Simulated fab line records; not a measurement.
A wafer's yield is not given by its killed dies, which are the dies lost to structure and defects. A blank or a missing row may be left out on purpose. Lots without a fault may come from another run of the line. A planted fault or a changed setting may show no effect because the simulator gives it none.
Which tool did it? ; flow sfqLine ; Sampling: 15 lots, 45 wafers, 4 of 325 route steps

WHAT EACH GAUGE READ, for each wafer
SFQ_M8_RS_MEAS_949: measurement is done with a four-point probe. Usual: M8_AU_RS typically reads 0.1536 ohm/sq, with standard deviation 0.002.
lot;measured;on;M8_AU_RS (ohm/sq);flag
L480;day 77 02:04;filmMetro-01;0.1548 0.1553 0.1514;
L484;day 77 12:52;filmMetro-04;0.1527 0.1537 0.1537;
L485;day 80 06:13;filmMetro-04;0.1542 0.1517 0.1537;
L486;day 80 07:25;filmMetro-02;0.1536 0.1515 0.1543;
L487;day 80 12:13;filmMetro-04;0.1518 0.1518 0.1505;
L488;day 81 14:26;filmMetro-04;0.1553 0.1556 0.1558;
L491;day 84 11:06;filmMetro-01;0.1521 0.1549 0.1530;
L492;day 84 18:18;filmMetro-02;0.1544 0.1562 0.1536;
L493;day 84 23:06;filmMetro-02;0.1532 0.1532 0.1532;
L497;day 85 17:59;filmMetro-02;0.1560 0.1534 0.1546;
L499;day 86 01:12;filmMetro-04;0.1533 0.1526 0.1552;
L500;day 86 03:34;filmMetro-01;0.1556 0.1531 0.1543;
L501;day 86 04:46;filmMetro-02;0.1537 0.1538 0.1524;
L502;day 86 10:47;filmMetro-02;0.1569 0.1554 0.1561;
L503;day 86 14:23;filmMetro-02;0.1510 0.1518 0.1492;

WHAT TOOL EACH LOT RAN ON (gives the tool, then ch and the chambers of the sampled wafers, and finally the start)
lot;SFQ_TRILAYER_I0_DEP_PECVD_027;SFQ_TRILAYER_A5B_METRO_MEASURE_131;SFQ_TRILAYER_I7_VIA_BARC_OPEN_VIA_ETCH_260
L480;pecvd-02 ch 0,1,2, day 10 18:40;filmMetro-04, day 52 19:22;rieDiel-04 ch 0,1,3, day 73 22:44
L484;pecvd-02 ch 1,2, day 12 21:23;filmMetro-04, day 53 13:59;rieDiel-03 ch 0,3, day 75 02:17
L485;pecvd-03 ch 0,1,2, day 13 06:47;filmMetro-01, day 53 22:59;rieDiel-02 ch 1,2,3, day 80 00:32
L486;pecvd-03 ch 0,2, day 13 13:59;filmMetro-01, day 54 04:59;rieDiel-03 ch 0,3, day 80 01:44
L487;pecvd-02 ch 1,2, day 13 19:59;filmMetro-03, day 54 10:22;rieDiel-03 ch 0,2,3, day 80 06:32
L488;pecvd-01 ch 0,1,2, day 14 06:31;filmMetro-03, day 59 14:22;rieDiel-02 ch 0,1,3, day 80 16:08
L491;pecvd-02 ch 0,2, day 15 01:26;filmMetro-04, day 61 08:16;rieDiel-03 ch 0,1,2, day 81 06:32
L492;pecvd-02 ch 0,1,2, day 15 09:50;filmMetro-01, day 61 11:16;rieDiel-04 ch 1,2,3, day 81 12:32
L493;pecvd-02 ch 0,1, day 15 15:50;filmMetro-04, day 61 20:16;rieDiel-02 ch 0,1,2, day 81 18:32
L497;pecvd-03 ch 1,2, day 18 04:13;filmMetro-01, day 62 08:16;rieDiel-04 ch 0,1,3, day 82 16:08
L499;pecvd-02 ch 0,1, day 18 23:25;filmMetro-04, day 62 12:52;rieDiel-03 ch 0,2,3, day 83 01:44
L500;pecvd-02 ch 0,1, day 19 19:50;filmMetro-01, day 62 20:04;rieDiel-02 ch 1,2,3, day 83 04:08
L501;pecvd-02 ch 0,1,2, day 20 09:46;filmMetro-04, day 63 00:28;rieDiel-03 ch 1,2,3, day 83 07:56
L502;pecvd-03 ch 0,2, day 20 14:55;filmMetro-03, day 63 02:16;rieDiel-03 ch 0,3, day 83 11:32
L503;pecvd-03 ch 0,2, day 20 22:47;filmMetro-03, day 64 11:14;rieDiel-04 ch 1,3, day 83 14:06
- SFQ_TRILAYER_I0_DEP_PECVD_027: deposits SiO2 from SiH4/N2O, time 111.11 s, target thk 500 nm.
- SFQ_TRILAYER_A5B_METRO_MEASURE_131
- SFQ_TRILAYER_I7_VIA_BARC_OPEN_VIA_ETCH_260: etches BARC in O2, target depth 125 nm, time 41.7 s.

WHAT THE TOOLS THEMSELVES READ (means of the sampled wafers that have a number; where no wafer has one, the mark that the record gives instead)
SFQ_TRILAYER_I0_DEP_PECVD_027. Usual: heaterPowerW 86 W, standard deviation 17; rfFwdPowerW 182.2 W, standard deviation 0.62; throttleValvePct 24.1 %, standard deviation 1.9.
lot;tool;heaterPowerW (W);rfFwdPowerW (W);throttleValvePct (%);flag
L480;pecvd-02;93;182.3;22.6;
L484;pecvd-02;89;182.3;22.4;
L485;pecvd-03;78;182.0;25.0;
L486;pecvd-03;93;182.3;25.4;
L487;pecvd-02;96;182.5;22.8;
L488;pecvd-01;92;182.5;26.1;
L491;pecvd-02;95;152.9;23.2;OFF
L492;pecvd-02;106;152.7;22.9;OFF
L493;pecvd-02;92;152.7;22.8;OFF
L497;pecvd-03;67;182.2;24.5;
L499;pecvd-02;79;182.2;23.2;
L500;pecvd-02;81;182.0;23.0;
L501;pecvd-02;92;182.3;23.2;
L502;pecvd-03;92;182.0;25.2;
L503;pecvd-03;86;182.3;25.3;

SFQ_TRILAYER_A5B_METRO_MEASURE_131. Usual: thkNm at 340 nm, with a standard deviation of 6.4.
lot;tool;thkNm (nm);flag
L480;filmMetro-04;339;
L484;filmMetro-04;348;
L485;filmMetro-01;347;
L486;filmMetro-01;347;
L487;filmMetro-03;342;
L488;filmMetro-03;350;
L491;filmMetro-04;340;
L492;filmMetro-01;335;
L493;filmMetro-04;333;
L497;filmMetro-01;330;
L499;filmMetro-04;344;
L500;filmMetro-01;343;
L501;filmMetro-04;342;
L502;filmMetro-03;336;
L503;filmMetro-03;337;

SFQ_TRILAYER_I7_VIA_BARC_OPEN_VIA_ETCH_260. Usual: drypumpMotorCurrentA 5.5 A, standard deviation 0.4; oesProductAu 0.684 a.u., standard deviation 0.005.
lot;tool;drypumpMotorCurrentA (A);oesProductAu (a.u.);flag
L480;rieDiel-04;5.7;0.684;
L484;rieDiel-03;5.6;0.683;
L485;rieDiel-02;5.7;0.686;
L486;rieDiel-03;5.6;0.685;
L487;rieDiel-03;5.7;0.683;
L488;rieDiel-02;5.7;0.686;
L491;rieDiel-03;5.6;0.687;
L492;rieDiel-04;5.5;0.680;
L493;rieDiel-02;5.6;0.688;
L497;rieDiel-04;5.7;0.687;
L499;rieDiel-03;5.7;0.684;
L500;rieDiel-02;5.7;0.681;
L501;rieDiel-03;5.3;0.688;
L502;rieDiel-03;5.3;0.687;
L503;rieDiel-04;5.6;0.685;

THE ANSWER, worked out from the rows above alone
Rule: a lot counts as off when the mean over its wafers that have a number is more than 3 standard deviations away from the usual mean. Also off: a lot with no number at a reading for which 4 or more lots have one. Any other lot the step has rows for is counted as sound. The gauges are gone through in route order, then the tools' own readings, and for those a lot's mean is taken as printed above. At the first step where some lot is off, the reading lying furthest off is the one used; lots without a number count as furthest.
Off at SFQ_TRILAYER_I0_DEP_PECVD_027 (rfFwdPowerW): L491, L492, L493.
A tool fits if, at that step or a process step before it, it ran every lot that is off, and no sound lot after the first of them. No candidate that was tried fits.

WHAT THE SIMULATOR HAD INSERTED
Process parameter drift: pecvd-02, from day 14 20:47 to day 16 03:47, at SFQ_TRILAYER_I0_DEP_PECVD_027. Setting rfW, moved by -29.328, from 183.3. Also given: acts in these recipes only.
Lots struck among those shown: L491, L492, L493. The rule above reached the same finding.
